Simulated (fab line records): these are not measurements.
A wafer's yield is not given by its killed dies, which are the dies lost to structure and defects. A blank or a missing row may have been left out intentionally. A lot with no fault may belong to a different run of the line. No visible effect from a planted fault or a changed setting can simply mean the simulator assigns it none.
What tool caused it? :: flow gf180mcu :: Sampling: 13 lots, 39 wafers, 5 of 602 route steps

## WHAT THE GAUGES SHOWED, per wafer
GF_V3_THK_MEAS_03. Usual: V3_CVD_02_THK 846 nm, standard deviation 12.
lot: L492
measured: day 21 07:26
on: film metro-02
V3_CVD_02_THK (nm): 854 851 858
flag: 

lot: L493
measured: day 21 13:23
on: film metro-03
V3_CVD_02_THK (nm): 839 846 845
flag: 

lot: L495
measured: day 22 18:52
on: film metro-04
V3_CVD_02_THK (nm): 841 820 850
flag: 

lot: L496
measured: day 23 02:22
on: film metro-02
V3_CVD_02_THK (nm): 830 843 852
flag: 

lot: L498
measured: day 23 15:40
on: film metro-02
V3_CVD_02_THK (nm): 816 833 838
flag: 

lot: L499
measured: day 23 23:35
on: film metro-04
V3_CVD_02_THK (nm): 839 854 850
flag: 

lot: L501
measured: day 24 19:07
on: film metro-02
V3_CVD_02_THK (nm): 851 849 856
flag: 

lot: L510
measured: day 27 11:11
on: film metro-02
V3_CVD_02_THK (nm): 855 856 862
flag: 

lot: L511
measured: day 27 18:22
on: film metro-03
V3_CVD_02_THK (nm): 848 835 858
flag: 

lot: L512
measured: day 28 05:27
on: film metro-03
V3_CVD_02_THK (nm): 854 828 855
flag: 

lot: L513
measured: day 28 12:51
on: film metro-03
V3_CVD_02_THK (nm): 820 846 856
flag: 

lot: L514
measured: day 28 16:17
on: film metro-03
V3_CVD_02_THK (nm): 860 841 864
flag: 

lot: L515
measured: day 28 20:01
on: film metro-02
V3_CVD_02_THK (nm): 843 853 869
flag: 

GF_V3_RS_MEAS_24: the measuring method here is four-point-probe. Usual: V3_W_RS 0.322 ohm/sq, standard deviation 0.0066.
lot: L492
measured: day 22 08:31
on: film metro-02
V3_W_RS (ohm/sq): 0.321 0.320 0.325
flag: 

lot: L493
measured: day 22 14:36
on: film metro-02
V3_W_RS (ohm/sq): 0.332 0.332 0.333
flag: 

lot: L495
measured: day 23 19:17
on: film metro-04
V3_W_RS (ohm/sq): 0.311 0.326 0.328
flag: 

lot: L496
measured: day 24 02:35
on: film metro-02
V3_W_RS (ohm/sq): 0.327 0.314 0.315
flag: 

lot: L498
measured: day 24 15:41
on: film metro-04
V3_W_RS (ohm/sq): 0.322 0.321 0.324
flag: 

lot: L499
measured: day 24 22:31
on: film metro-03
V3_W_RS (ohm/sq): 0.311 0.311 0.315
flag: 

lot: L501
measured: day 25 18:44
on: film metro-02
V3_W_RS (ohm/sq): 0.320 0.320 0.318
flag: 

lot: L510
measured: day 28 08:26
on: film metro-04
V3_W_RS (ohm/sq): 0.327 0.316 0.333
flag: 

lot: L511
measured: day 28 15:35
on: film metro-03
V3_W_RS (ohm/sq): 0.321 0.315 0.322
flag: 

lot: L512
measured: day 29 02:12
on: film metro-03
V3_W_RS (ohm/sq): 0.322 0.324 0.325
flag: 

lot: L513
measured: day 29 09:04
on: film metro-03
V3_W_RS (ohm/sq): 0.317 0.319 0.322
flag: 

lot: L514
measured: day 29 12:04
on: film metro-02
V3_W_RS (ohm/sq): 0.316 0.329 0.316
flag: 

lot: L515
measured: day 29 15:55
on: film metro-02
V3_W_RS (ohm/sq): 0.313 0.328 0.312
flag: 

## WHICH TOOL RAN EACH LOT (tool, then ch and the chambers of the sampled wafers, then the start)
lot: L492
GF_POLY_GATE_ETCH_13: rie si-02 ch 0,1,3, day 9 04:46
GF_POLY_GATE_STRIP_14: plasma asher-03 ch 0,1, day 9 04:52
GF_V2_CMP_04: cmp-02 ch 0,1,3, day 19 04:49

lot: L493
GF_POLY_GATE_ETCH_13: rie si-02 ch 1,2, day 9 10:43
GF_POLY_GATE_STRIP_14: plasma asher-01 ch 0,1, day 9 10:49
GF_V2_CMP_04: cmp-02 ch 1,2,3, day 19 10:44

lot: L495
GF_POLY_GATE_ETCH_13: rie si-02 ch 0,1,2, day 10 05:34
GF_POLY_GATE_STRIP_14: plasma asher-02 ch 0,1, day 10 05:37
GF_V2_CMP_04: cmp-01 ch 0,1,2, day 20 17:08

lot: L496
GF_POLY_GATE_ETCH_13: rie si-02 ch 0,1,3, day 10 11:04
GF_POLY_GATE_STRIP_14: plasma asher-03 ch 0, day 10 11:07
GF_V2_CMP_04: cmp-02 ch 0,2, day 21 00:27

lot: L498
GF_POLY_GATE_ETCH_13: rie si-02 ch 2,3, day 11 00:10
GF_POLY_GATE_STRIP_14: plasma asher-03 ch 0,1, day 11 00:13
GF_V2_CMP_04: cmp-02 ch 0,3, day 21 14:47

lot: L499
GF_POLY_GATE_ETCH_13: rie si-02 ch 1,2,3, day 11 06:43
GF_POLY_GATE_STRIP_14: plasma asher-03 ch 0,1, day 11 06:46
GF_V2_CMP_04: cmp-01 ch 1,2,3, day 21 23:25

lot: L501
GF_POLY_GATE_ETCH_13: rie si-02 ch 0,2, day 12 00:22
GF_POLY_GATE_STRIP_14: plasma asher-02 ch 0,1, day 12 00:25
GF_V2_CMP_04: cmp-02 ch 1,2,3, day 22 18:44

lot: L510
GF_POLY_GATE_ETCH_13: rie si-01 ch 0,1,3, day 14 12:58
GF_POLY_GATE_STRIP_14: plasma asher-02 ch 0,1, day 14 13:03
GF_V2_CMP_04: cmp-02 ch 2,3, day 25 14:48

lot: L511
GF_POLY_GATE_ETCH_13: rie si-01 ch 0,2,3, day 14 21:13
GF_POLY_GATE_STRIP_14: plasma asher-01 ch 0,1, day 14 21:16
GF_V2_CMP_04: cmp-01 ch 1,2,3, day 25 22:05

lot: L512
GF_POLY_GATE_ETCH_13: rie si-02 ch 0,1,3, day 15 07:38
GF_POLY_GATE_STRIP_14: plasma asher-02 ch 0,1, day 15 07:41
GF_V2_CMP_04: cmp-01 ch 1,2,3, day 26 09:04

lot: L513
GF_POLY_GATE_ETCH_13: rie si-01 ch 0,1,3, day 15 15:29
GF_POLY_GATE_STRIP_14: plasma asher-02 ch 0,1, day 15 15:32
GF_V2_CMP_04: cmp-01 ch 0,2, day 26 17:24

lot: L514
GF_POLY_GATE_ETCH_13: rie si-01 ch 0,1,3, day 15 19:52
GF_POLY_GATE_STRIP_14: plasma asher-01 ch 0,1, day 15 19:58
GF_V2_CMP_04: cmp-02 ch 0,3, day 26 21:43

lot: L515
GF_POLY_GATE_ETCH_13: rie si-01 ch 1,2,3, day 16 02:10
GF_POLY_GATE_STRIP_14: plasma asher-03 ch 0,1, day 16 02:13
GF_V2_CMP_04: cmp-01 ch 0,1,2, day 27 01:45
- GF_POLY_GATE_ETCH_13: etches poly-Si in HBr/Cl2, stops on SiO2, target depth 198.5 nm, time 69.6 s.
- GF_POLY_GATE_STRIP_14: strips in O2/N2.
- GF_V2_CMP_04: polishes SiO2.

## WHAT THE TOOLS THEMSELVES READ (means of the sampled wafers that have a number; where no wafer has one, the mark that the record gives instead)
GF_POLY_GATE_ETCH_13. Usual: drypump motor current A 5.5 A, standard deviation 0.48; oes product au 0.987 a.u., standard deviation 0.0074; throttle valve pct 33.684 %, standard deviation 0.0099.
lot: L492
tool: rie si-02
drypump motor current A (A): 5.7
oes product au (a.u.): 0.984
throttle valve pct (%): 33.680
flag: 

lot: L493
tool: rie si-02
drypump motor current A (A): 5.0
oes product au (a.u.): 0.986
throttle valve pct (%): 33.688
flag: 

lot: L495
tool: rie si-02
drypump motor current A (A): 5.3
oes product au (a.u.): 0.987
throttle valve pct (%): 33.692
flag: 

lot: L496
tool: rie si-02
drypump motor current A (A): 5.7
oes product au (a.u.): 0.980
throttle valve pct (%): 33.686
flag: 

lot: L498
tool: rie si-02
drypump motor current A (A): 5.7
oes product au (a.u.): 0.978
throttle valve pct (%): 33.682
flag: 

lot: L499
tool: rie si-02
drypump motor current A (A): 5.5
oes product au (a.u.): 0.859
throttle valve pct (%): 33.684
flag: OFF

lot: L501
tool: rie si-02
drypump motor current A (A): 5.3
oes product au (a.u.): 0.930
throttle valve pct (%): 33.693
flag: OFF

lot: L510
tool: rie si-01
drypump motor current A (A): 5.5
oes product au (a.u.): 0.990
throttle valve pct (%): 33.683
flag: 

lot: L511
tool: rie si-01
drypump motor current A (A): 5.2
oes product au (a.u.): 0.985
throttle valve pct (%): 33.681
flag: 

lot: L512
tool: rie si-02
drypump motor current A (A): 5.7
oes product au (a.u.): 0.993
throttle valve pct (%): 33.687
flag: 

lot: L513
tool: rie si-01
drypump motor current A (A): 5.5
oes product au (a.u.): 0.992
throttle valve pct (%): 33.682
flag: 

lot: L514
tool: rie si-01
drypump motor current A (A): 5.5
oes product au (a.u.): 0.984
throttle valve pct (%): 33.685
flag: 

lot: L515
tool: rie si-01
drypump motor current A (A): 5.6
oes product au (a.u.): 0.984
throttle valve pct (%): 33.683
flag: 

GF_POLY_GATE_STRIP_14. Usual: drypump motor current A 5.9 A, standard deviation 0.59; heater power w 349 W, standard deviation 32; oes product au 0.504 a.u., standard deviation 0.0049.
lot: L492
tool: plasma asher-03
drypump motor current A (A): 6.0
heater power w (W): 344
oes product au (a.u.): 0.503
flag: 

lot: L493
tool: plasma asher-01
drypump motor current A (A): 5.5
heater power w (W): 345
oes product au (a.u.): 0.506
flag: 

lot: L495
tool: plasma asher-02
drypump motor current A (A): 5.7
heater power w (W): 342
oes product au (a.u.): 0.503
flag: 

lot: L496
tool: plasma asher-03
drypump motor current A (A): 5.7
heater power w (W): 337
oes product au (a.u.): 0.506
flag: 

lot: L498
tool: plasma asher-03
drypump motor current A (A): 6.2
heater power w (W): 357
oes product au (a.u.): 0.501
flag: 

lot: L499
tool: plasma asher-03
drypump motor current A (A): 6.2
heater power w (W): 352
oes product au (a.u.): 0.498
flag: 

lot: L501
tool: plasma asher-02
drypump motor current A (A): 5.7
heater power w (W): 343
oes product au (a.u.): 0.503
flag: 

lot: L510
tool: plasma asher-02
drypump motor current A (A): 6.2
heater power w (W): 341
oes product au (a.u.): 0.510
flag: 

lot: L511
tool: plasma asher-01
drypump motor current A (A): 5.5
heater power w (W): 348
oes product au (a.u.): 0.504
flag: 

lot: L512
tool: plasma asher-02
drypump motor current A (A): 5.7
heater power w (W): 345
oes product au (a.u.): 0.506
flag: 

lot: L513
tool: plasma asher-02
drypump motor current A (A): 5.7
heater power w (W): 341
oes product au (a.u.): 0.502
flag: 

lot: L514
tool: plasma asher-01
drypump motor current A (A): 5.5
heater power w (W): 386
oes product au (a.u.): 0.499
flag: 

lot: L515
tool: plasma asher-03
drypump motor current A (A): 5.9
heater power w (W): 345
oes product au (a.u.): 0.504
flag: 

GF_V2_CMP_04. Usual: motor current A 11.6 A, standard deviation 0.95; time to endpoint s 80 s, standard deviation 5.8.
lot: L492
tool: cmp-02
motor current A (A): 11.8
time to endpoint s (s): 86
flag: 

lot: L493
tool: cmp-02
motor current A (A): 12.2
time to endpoint s (s): 81
flag: 

lot: L495
tool: cmp-01
motor current A (A): 11.7
time to endpoint s (s): 79
flag: 

lot: L496
tool: cmp-02
motor current A (A): 12.0
time to endpoint s (s): 86
flag: 

lot: L498
tool: cmp-02
motor current A (A): 11.7
time to endpoint s (s): 79
flag: 

lot: L499
tool: cmp-01
motor current A (A): 11.0
time to endpoint s (s): 79
flag: 

lot: L501
tool: cmp-02
motor current A (A): 11.8
time to endpoint s (s): 81
flag: 

lot: L510
tool: cmp-02
motor current A (A): 12.0
time to endpoint s (s): 82
flag: 

lot: L511
tool: cmp-01
motor current A (A): 11.6
time to endpoint s (s): 71
flag: 

lot: L512
tool: cmp-01
motor current A (A): 11.3
time to endpoint s (s): 83
flag: 

lot: L513
tool: cmp-01
motor current A (A): 11.5
time to endpoint s (s): 76
flag: 

lot: L514
tool: cmp-02
motor current A (A): 12.1
time to endpoint s (s): 84
flag: 

lot: L515
tool: cmp-01
motor current A (A): 11.7
time to endpoint s (s): 80
flag: 

## THE ANSWER, worked out from the rows above alone
Rule: lot off if the mean of its wafers having a number is beyond 3 standard deviations from the usual mean. Also off: a lot with no number at a reading for which 4 or more lots have one. The other lots that the step has rows for count as sound. After the gauges, taken in route order, come the tools' own readings; for these a lot's mean is taken, as printed above. At the first step where some lot is off, the reading lying furthest off is the one used; lots without a number count as furthest.
Off: L499, L501, at GF_POLY_GATE_ETCH_13 (oes product au).
If a tool, at that step or one of the process steps before it, ran each lot that is off and ran no sound lot following the first of them, it fits. Not one of the candidates tried fits.

## WHAT HAD BEEN PUT IN BY THE SIMULATOR
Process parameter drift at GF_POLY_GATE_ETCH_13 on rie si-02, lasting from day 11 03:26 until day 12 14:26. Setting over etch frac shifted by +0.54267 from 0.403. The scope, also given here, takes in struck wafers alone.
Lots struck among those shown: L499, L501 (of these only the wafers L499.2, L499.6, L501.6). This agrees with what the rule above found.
